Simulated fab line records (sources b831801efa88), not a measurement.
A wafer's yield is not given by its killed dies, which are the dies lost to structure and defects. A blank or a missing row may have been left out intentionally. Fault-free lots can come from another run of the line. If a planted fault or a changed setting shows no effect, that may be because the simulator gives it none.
Which tool was responsible? :: flow gf180mcu :: 12 lots with 36 wafers sampled at 4 steps, on a route of 602 steps

== WHAT THE GAUGES READ, wafer by wafer ==
GF_STI_CD_MEAS_12: target cd 220 nm. Usual: cd-nm 220.1 nm, standard deviation 1.2.
lot: L365
measured: day 2 03:15
on: cd-sem-01
cd-nm (nm): 219.8 220.1 220.5
flag: 

lot: L368
measured: day 2 18:32
on: cd-sem-01
cd-nm (nm): 220.3 220.0 220.3
flag: 

lot: L369
measured: day 3 03:02
on: cd-sem-01
cd-nm (nm): 219.4 220.2 222.2
flag: 

lot: L374
measured: day 4 00:47
on: cd-sem-01
cd-nm (nm): 218.2 218.8 219.1
flag: 

lot: L379
measured: day 5 02:17
on: cd-sem-01
cd-nm (nm): 218.9 219.8 221.0
flag: 

lot: L380
measured: day 5 06:50
on: cd-sem-02
cd-nm (nm): 218.1 218.2 218.5
flag: 

lot: L381
measured: day 5 12:11
on: cd-sem-02
cd-nm (nm): 222.8 221.9 222.2
flag: 

lot: L383
measured: day 5 21:32
on: cd-sem-02
cd-nm (nm): 221.1 222.2 221.5
flag: 

lot: L384
measured: day 6 02:43
on: cd-sem-01
cd-nm (nm): 222.5 222.8 222.3
flag: 

lot: L385
measured: day 6 08:07
on: cd-sem-01
cd-nm (nm): 220.2 220.0 220.4
flag: 

lot: L386
measured: day 6 13:49
on: cd-sem-02
cd-nm (nm): 220.0 218.9 220.1
flag: 

lot: L388
measured: day 6 23:38
on: cd-sem-02
cd-nm (nm): 218.9 219.2 218.1
flag: 

GF_NWELL_OVL_MEAS_07. Usual: for NWELL_OVL the level is 0.0 nm and the standard deviation is 1.6.
lot: L365
measured: day 3 17:11
on: overlay-01
NWELL_OVL (nm): 0.2 -0.7 -2.7
flag: 

lot: L368
measured: day 4 06:53
on: overlay-01
NWELL_OVL (nm): 0.8 2.4 2.3
flag: 

lot: L369
measured: day 4 10:13
on: overlay-01
NWELL_OVL (nm): 1.5 -0.1 1.2
flag: 

lot: L374
measured: day 5 09:40
on: overlay-01
NWELL_OVL (nm): -0.2 -1.7 -0.9
flag: 

lot: L379
measured: day 6 11:35
on: overlay-01
NWELL_OVL (nm): 0.2 -0.1 -0.5
flag: 

lot: L380
measured: day 6 17:52
on: overlay-02
NWELL_OVL (nm): -1.3 -2.7 -1.0
flag: 

lot: L381
measured: day 6 22:40
on: overlay-02
NWELL_OVL (nm): 0.3 -0.4 -1.8
flag: 

lot: L383
measured: day 7 08:40
on: overlay-01
NWELL_OVL (nm): -3.0 -0.9 -0.5
flag: 

lot: L384
measured: day 7 14:01
on: overlay-02
NWELL_OVL (nm): -0.5 -1.2 -0.7
flag: 

lot: L385
measured: day 7 21:05
on: overlay-02
NWELL_OVL (nm): 0.9 1.4 0.4
flag: 

lot: L386
measured: day 8 03:01
on: overlay-01
NWELL_OVL (nm): 2.3 3.3 2.4
flag: 

lot: L388
measured: day 8 12:50
on: overlay-02
NWELL_OVL (nm): 1.5 0.8 0.9
flag: 

== EACH LOT AND THE TOOL THAT RAN IT (in order: tool; ch and the chambers of the sampled wafers; start) ==
lot: L365
GF_STI_ETCH_14: rie-si-02 ch 1,2, day 2 03:26
GF_STI_STRIP_15: plasma-asher-01 ch 0,1, day 2 03:30

lot: L368
GF_STI_ETCH_14: rie-si-01 ch 1,2,3, day 2 18:44
GF_STI_STRIP_15: plasma-asher-03 ch 0,1, day 2 18:48

lot: L369
GF_STI_ETCH_14: rie-si-01 ch 2,3, day 3 03:13
GF_STI_STRIP_15: plasma-asher-01 ch 0,1, day 3 03:18

lot: L374
GF_STI_ETCH_14: rie-si-02 ch 0,2,3, day 4 00:58
GF_STI_STRIP_15: plasma-asher-03 ch 0,1, day 4 01:02

lot: L379
GF_STI_ETCH_14: rie-si-02 ch 0,3, day 5 02:28
GF_STI_STRIP_15: plasma-asher-03 ch 0,1, day 5 02:32

lot: L380
GF_STI_ETCH_14: rie-si-02 ch 0,2,3, day 5 07:02
GF_STI_STRIP_15: plasma-asher-01 ch 0,1, day 5 07:07

lot: L381
GF_STI_ETCH_14: rie-si-02 ch 1,2,3, day 5 12:23
GF_STI_STRIP_15: plasma-asher-03 ch 0, day 5 12:28

lot: L383
GF_STI_ETCH_14: rie-si-01 ch 0,2,3, day 5 21:44
GF_STI_STRIP_15: plasma-asher-01 ch 0,1, day 5 21:49

lot: L384
GF_STI_ETCH_14: rie-si-02 ch 0,1,3, day 6 02:55
GF_STI_STRIP_15: plasma-asher-01 ch 0,1, day 6 03:00

lot: L385
GF_STI_ETCH_14: rie-si-01 ch 0,2,3, day 6 08:17
GF_STI_STRIP_15: plasma-asher-03 ch 0,1, day 6 08:23

lot: L386
GF_STI_ETCH_14: rie-si-01 ch 0,2,3, day 6 14:01
GF_STI_STRIP_15: plasma-asher-01 ch 0,1, day 6 14:06

lot: L388
GF_STI_ETCH_14: rie-si-01 ch 1,2,3, day 6 23:49
GF_STI_STRIP_15: plasma-asher-01 ch 0,1, day 6 23:53
- GF_STI_ETCH_14: etches Si in HBr/Cl2/O2, target depth 360 nm, time 102.9 s.
- GF_STI_STRIP_15: strips in O2/N2.

== AS READ BY THE TOOLS THEMSELVES (means over the sampled wafers that have a number; for cases with no such wafer, the mark the record gives instead) ==
GF_STI_ETCH_14. Usual: drypump-motor-current-A 5.7 A, standard deviation 0.43; oes-product-au 0.992 a.u., standard deviation 0.011; throttle-valve-pct 25.663 %, standard deviation 0.012.
lot: L365
tool: rie-si-02
drypump-motor-current-A (A): 5.4
oes-product-au (a.u.): 0.998
throttle-valve-pct (%): 25.650
flag: 

lot: L368
tool: rie-si-01
drypump-motor-current-A (A): 5.5
oes-product-au (a.u.): 1.443
throttle-valve-pct (%): 25.351
flag: OFF

lot: L369
tool: rie-si-01
drypump-motor-current-A (A): 5.5
oes-product-au (a.u.): 1.449
throttle-valve-pct (%): 25.344
flag: OFF

lot: L374
tool: rie-si-02
drypump-motor-current-A (A): 5.8
oes-product-au (a.u.): 0.993
throttle-valve-pct (%): 25.661
flag: 

lot: L379
tool: rie-si-02
drypump-motor-current-A (A): 5.9
oes-product-au (a.u.): 0.994
throttle-valve-pct (%): 25.661
flag: 

lot: L380
tool: rie-si-02
drypump-motor-current-A (A): 5.7
oes-product-au (a.u.): 1.001
throttle-valve-pct (%): 25.657
flag: 

lot: L381
tool: rie-si-02
drypump-motor-current-A (A): 5.6
oes-product-au (a.u.): 0.994
throttle-valve-pct (%): 25.667
flag: 

lot: L383
tool: rie-si-01
drypump-motor-current-A (A): 5.7
oes-product-au (a.u.): 0.991
throttle-valve-pct (%): 25.668
flag: 

lot: L384
tool: rie-si-02
drypump-motor-current-A (A): 6.1
oes-product-au (a.u.): 0.997
throttle-valve-pct (%): 25.667
flag: 

lot: L385
tool: rie-si-01
drypump-motor-current-A (A): 5.7
oes-product-au (a.u.): 0.992
throttle-valve-pct (%): 25.667
flag: 

lot: L386
tool: rie-si-01
drypump-motor-current-A (A): 5.7
oes-product-au (a.u.): 0.993
throttle-valve-pct (%): 25.671
flag: 

lot: L388
tool: rie-si-01
drypump-motor-current-A (A): 5.5
oes-product-au (a.u.): 0.996
throttle-valve-pct (%): 25.653
flag: 

GF_STI_STRIP_15. Usual: drypump-motor-current-A 5.9 A, standard deviation 0.6; heater-power-w 344 W, standard deviation 27; oes-product-au 0.383 a.u., standard deviation 0.0051; platen-temp-c 250.02 C, standard deviation 0.19; strip-time-to-endpoint-s 3.71 s, standard deviation 0.069.
lot: L365
tool: plasma-asher-01
drypump-motor-current-A (A): 6.4
heater-power-w (W): 361
oes-product-au (a.u.): 0.389
platen-temp-c (C): 250.31
strip-time-to-endpoint-s (s): 3.75
flag: 

lot: L368
tool: plasma-asher-03
drypump-motor-current-A (A): 5.4
heater-power-w (W): 340
oes-product-au (a.u.): 0.343
platen-temp-c (C): 250.14
strip-time-to-endpoint-s (s): 2.80
flag: OFF

lot: L369
tool: plasma-asher-01
drypump-motor-current-A (A): 6.4
heater-power-w (W): 364
oes-product-au (a.u.): 0.347
platen-temp-c (C): 249.99
strip-time-to-endpoint-s (s): 2.83
flag: OFF

lot: L374
tool: plasma-asher-03
drypump-motor-current-A (A): 6.0
heater-power-w (W): 326
oes-product-au (a.u.): 0.386
platen-temp-c (C): 250.19
strip-time-to-endpoint-s (s): 3.80
flag: 

lot: L379
tool: plasma-asher-03
drypump-motor-current-A (A): 5.4
heater-power-w (W): 346
oes-product-au (a.u.): 0.378
platen-temp-c (C): 249.99
strip-time-to-endpoint-s (s): 3.73
flag: 

lot: L380
tool: plasma-asher-01
drypump-motor-current-A (A): 6.4
heater-power-w (W): 366
oes-product-au (a.u.): 0.380
platen-temp-c (C): 249.95
strip-time-to-endpoint-s (s): 3.64
flag: 

lot: L381
tool: plasma-asher-03
drypump-motor-current-A (A): 6.5
heater-power-w (W): 306
oes-product-au (a.u.): 0.387
platen-temp-c (C): 249.98
strip-time-to-endpoint-s (s): 3.76
flag: 

lot: L383
tool: plasma-asher-01
drypump-motor-current-A (A): 6.4
heater-power-w (W): 376
oes-product-au (a.u.): 0.386
platen-temp-c (C): 250.19
strip-time-to-endpoint-s (s): 3.78
flag: 

lot: L384
tool: plasma-asher-01
drypump-motor-current-A (A): 6.4
heater-power-w (W): 368
oes-product-au (a.u.): 0.383
platen-temp-c (C): 249.86
strip-time-to-endpoint-s (s): 3.73
flag: 

lot: L385
tool: plasma-asher-03
drypump-motor-current-A (A): 5.4
heater-power-w (W): 338
oes-product-au (a.u.): 0.384
platen-temp-c (C): 250.08
strip-time-to-endpoint-s (s): 3.72
flag: 

lot: L386
tool: plasma-asher-01
drypump-motor-current-A (A): 6.4
heater-power-w (W): 364
oes-product-au (a.u.): 0.379
platen-temp-c (C): 249.96
strip-time-to-endpoint-s (s): 3.67
flag: 

lot: L388
tool: plasma-asher-01
drypump-motor-current-A (A): 6.4
heater-power-w (W): 370
oes-product-au (a.u.): 0.387
platen-temp-c (C): 250.03
strip-time-to-endpoint-s (s): 3.75
flag: 

== THE ANSWER, worked out from the rows above alone ==
Rule: a lot is off if the mean of its wafers that have a number lies more than 3 standard deviations from the usual mean. A lot without any number at a reading at which 4 lots or more have one is off too. Where the step has rows for the other lots, those lots are counted as sound. Order of review: gauges by route order, followed by the tools' own readings, for which a lot's mean as printed above is used. The first step at which some lot is off is used, and at that step the reading that is off furthest; a lot without a number counts as furthest.
Off, at GF_STI_ETCH_14 on oes-product-au: L368, L369.
If a tool, at that step or one of the process steps before it, ran each lot that is off and ran no sound lot following the first of them, it fits. Of those tried, none fits.

== WHAT THE SIMULATOR PUT IN ==
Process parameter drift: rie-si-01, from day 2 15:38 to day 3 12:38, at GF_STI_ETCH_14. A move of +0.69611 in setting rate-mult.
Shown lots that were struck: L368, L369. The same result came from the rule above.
